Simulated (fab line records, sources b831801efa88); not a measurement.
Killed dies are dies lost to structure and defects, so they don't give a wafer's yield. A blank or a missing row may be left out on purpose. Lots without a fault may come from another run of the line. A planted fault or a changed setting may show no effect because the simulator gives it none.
Which tool did it? | flow sky130 | 13 lots, 39 wafers sampled, at 5 steps of a route of 708

WHAT THE GAUGES READ, wafer by wafer
SKY_SONOS_ONO_THK_MEAS_05. Usual: SONOS_ONO_CVD_04_THK 5.70 nm, standard deviation 0.1.
lot  | measured     | on            | SONOS_ONO_CVD_04_THK (nm) | flag
L413 | day 12 09:21 | film_metro-02 | 5.70 5.77 5.60            |
L415 | day 12 13:10 | film_metro-03 | 5.77 5.87 5.69            |
L414 | day 12 14:32 | film_metro-04 | 5.94 5.93 6.05            |
L416 | day 13 04:34 | film_metro-02 | 5.64 5.64 5.62            |
L417 | day 13 06:09 | film_metro-04 | 5.75 5.72 5.61            |
L418 | day 13 18:05 | film_metro-02 | 5.73 5.73 5.64            |
L419 | day 13 20:55 | film_metro-03 | 5.56 5.67 5.65            |
L420 | day 14 00:57 | film_metro-03 | 5.81 5.80 5.86            |
L421 | day 14 12:16 | film_metro-04 | 5.73 5.75 5.66            |
L422 | day 14 16:37 | film_metro-02 | 5.76 5.82 5.72            |
L429 | day 16 20:51 | film_metro-03 | 5.78 5.62 5.90            |
L433 | day 18 04:25 | film_metro-02 | 5.75 5.62 5.79            |
L436 | day 19 11:32 | film_metro-03 | 5.79 5.88 5.75            |

SKY_POLY_GATE_CD_MEAS_13: target cd 150 nm. Usual: cd_nm 149.2 nm, standard deviation 1.6.
lot  | measured     | on        | cd_nm (nm)        | flag
L413 | day 17 07:06 | cd_sem-01 | 149.5 149.6 150.3 |
L415 | day 17 12:46 | cd_sem-01 | 148.0 149.2 149.5 |
L414 | day 17 12:26 | cd_sem-01 | 150.6 148.7 149.8 |
L416 | day 18 02:18 | cd_sem-02 | 152.2 152.3 152.4 |
L417 | day 18 09:57 | cd_sem-01 | 151.8 151.0 152.7 |
L418 | day 18 18:35 | cd_sem-01 | 148.2 148.7 147.4 |
L419 | day 18 22:26 | cd_sem-02 | 131.1 131.5 131.6 | OFF
L420 | day 19 05:12 | cd_sem-01 | 129.4 127.4 129.3 | OFF
L421 | day 19 18:36 | cd_sem-01 | 133.4 133.9 132.8 | OFF
L422 | day 19 23:33 | cd_sem-02 | 133.8 135.0 134.5 | OFF
L429 | day 22 06:51 | cd_sem-01 | 147.5 148.1 147.1 |
L433 | day 23 13:09 | cd_sem-02 | 149.4 148.3 148.5 |
L436 | day 24 21:06 | cd_sem-02 | 147.0 147.1 147.8 |

SKY_LDD_P_OVL_MEAS_08. Usual: LDD_P_OVL 0.2 nm, standard deviation 1.4.
lot  | measured     | on         | LDD_P_OVL (nm) | flag
L413 | day 20 00:02 | overlay-02 | 0.5 0.5 0.3    |
L415 | day 20 06:11 | overlay-01 | -2.3 -1.5 0.2  |
L414 | day 20 05:54 | overlay-01 | -0.2 0.9 0.2   |
L416 | day 20 21:52 | overlay-02 | 1.1 -0.1 1.1   |
L417 | day 21 05:31 | overlay-02 | 1.2 0.7 2.7    |
L418 | day 21 10:30 | overlay-01 | 2.2 -0.6 0.6   |
L419 | day 21 16:16 | overlay-02 | 1.0 1.9 1.9    |
L420 | day 21 21:47 | overlay-01 | 1.2 0.1 -0.8   |
L421 | day 22 12:47 | overlay-02 | -0.1 -1.2 -2.8 |
L422 | day 22 15:34 | overlay-01 | 1.1 -0.4 2.4   |
L429 | day 24 21:50 | overlay-01 | -3.0 -2.1 -1.0 |
L433 | day 26 04:41 | overlay-01 | -0.3 -0.5 -0.3 |
L436 | day 27 10:52 | overlay-02 | 1.7 1.9 1.4    |

SKY_LDD_HVN_OVL_MEAS_07. Usual: LDD_HVN_OVL -0.4 nm, standard deviation 1.3.
lot  | measured     | on         | LDD_HVN_OVL (nm) | flag
L413 | day 21 06:44 | overlay-01 | -0.8 -1.0 -0.2   |
L415 | day 21 12:58 | overlay-01 | -0.7 -1.9 -0.1   |
L414 | day 21 12:01 | overlay-02 | -0.9 -1.8 -2.1   |
L416 | day 22 05:05 | overlay-01 | 1.2 -0.2 1.3     |
L417 | day 22 12:38 | overlay-01 | -2.8 -1.0 1.0    |
L418 | day 22 17:17 | overlay-01 | -1.5 0.1 -1.7    |
L419 | day 22 22:46 | overlay-02 | -0.9 0.4 0.6     |
L420 | day 23 04:30 | overlay-02 | -0.3 1.2 0.8     |
L421 | day 23 18:43 | overlay-02 | 1.8 0.7 1.6      |
L422 | day 23 21:51 | overlay-01 | -1.1 1.8 1.3     |
L429 | day 26 03:19 | overlay-02 | -0.4 -0.6 0.5    |
L433 | day 27 09:52 | overlay-01 | 0.2 1.9 1.1      |
L436 | day 28 15:06 | overlay-01 | -0.2 -1.3 0.4    |

WHICH TOOL RAN EACH LOT (tool, then ch and the chambers of the sampled wafers, then the start)
lot  | SKY_POLY_GATE_EXPOSE_10
L413 | krf_scanner-01 ch 0, day 16 17:21
L415 | krf_scanner-02 ch 0, day 16 22:22
L414 | krf_scanner-01 ch 0, day 16 22:02
L416 | krf_scanner-01 ch 0, day 17 11:54
L417 | krf_scanner-01 ch 0, day 17 18:55
L418 | krf_scanner-01 ch 0, day 18 03:35
L419 | krf_scanner-01 ch 0, day 18 07:32
L420 | krf_scanner-01 ch 0, day 18 13:48
L421 | krf_scanner-01 ch 0, day 19 02:37
L422 | krf_scanner-01 ch 0, day 19 08:35
L429 | krf_scanner-02 ch 0, day 21 15:59
L433 | krf_scanner-02 ch 0, day 22 22:53
L436 | krf_scanner-02 ch 0, day 24 06:31
- SKY_POLY_GATE_EXPOSE_10: exposes mask P1M, target cd 150 nm.

WHAT THE TOOLS THEMSELVES READ (means of the sampled wafers that have a number; where no wafer has one, the mark that the record gives instead)
SKY_POLY_GATE_EXPOSE_10. Usual: exposure_dose_mJ_cm2 27.98, standard deviation 0.031; reticle_temp_C 23.01 C, standard deviation 0.095.
lot  | tool           | exposure_dose_mJ_cm2 | reticle_temp_C (C) | flag
L413 | krf_scanner-01 | 28.01                | 23.04              |
L415 | krf_scanner-02 | 27.98                | 22.91              |
L414 | krf_scanner-01 | 27.98                | 22.99              |
L416 | krf_scanner-01 | 27.98                | 23.14              |
L417 | krf_scanner-01 | 27.96                | 23.10              |
L418 | krf_scanner-01 | 27.97                | 23.02              |
L419 | krf_scanner-01 | 31.42                | 23.10              | OFF
L420 | krf_scanner-01 | 31.37                | 22.88              | OFF
L421 | krf_scanner-01 | 30.71                | 23.03              | OFF
L422 | krf_scanner-01 | 30.21                | 23.13              | OFF
L429 | krf_scanner-02 | 27.97                | 23.05              |
L433 | krf_scanner-02 | 27.94                | 22.99              |
L436 | krf_scanner-02 | 27.99                | 23.07              |

THE ANSWER, worked out from the rows above alone
Rule: a lot is off if the mean of its wafers that have a number lies more than 3 standard deviations from the usual mean. A lot without any number at a reading at which 4 lots or more have one is off too. The other lots that the step has rows for count as sound. The gauges are gone through in route order, then the tools' own readings, and for those a lot's mean is taken as printed above. The first step at which some lot is off is used, and at that step the reading that is off furthest; a lot without a number counts as furthest.
Off: L419, L420, L421, L422, at SKY_POLY_GATE_CD_MEAS_13 (cd_nm).
A tool fits if, at a process step before that reading, it ran every lot that is off, and no sound lot after the first of them. The gauges at SKY_POLY_GATE_CD_MEAS_13 aren't tried: what is off there is off at SKY_POLY_GATE_EXPOSE_10 too, on other tools, and a gauge's error can't cause that. One fits: krf_scanner-01 at SKY_POLY_GATE_EXPOSE_10. Its last sound lot is L418 (day 18 03:35), its first lot that is off L419 (day 18 07:32): a fault that began between those two fits.
The tool's own readings at SKY_POLY_GATE_EXPOSE_10 bear it out: on the lots that are off they differ by more than 5 times the standard deviation of the sound lots' means. exposure_dose_mJ_cm2 reads 30.93 there against 27.98 on the sound lots.

WHAT THE SIMULATOR HAD PUT IN
Process parameter drift: krf_scanner-01, from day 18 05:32 on, at SKY_POLY_GATE_EXPOSE_10. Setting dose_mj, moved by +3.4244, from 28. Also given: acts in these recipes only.
Lots struck among those shown: L419, L420, L421, L422. The rule above found the same.
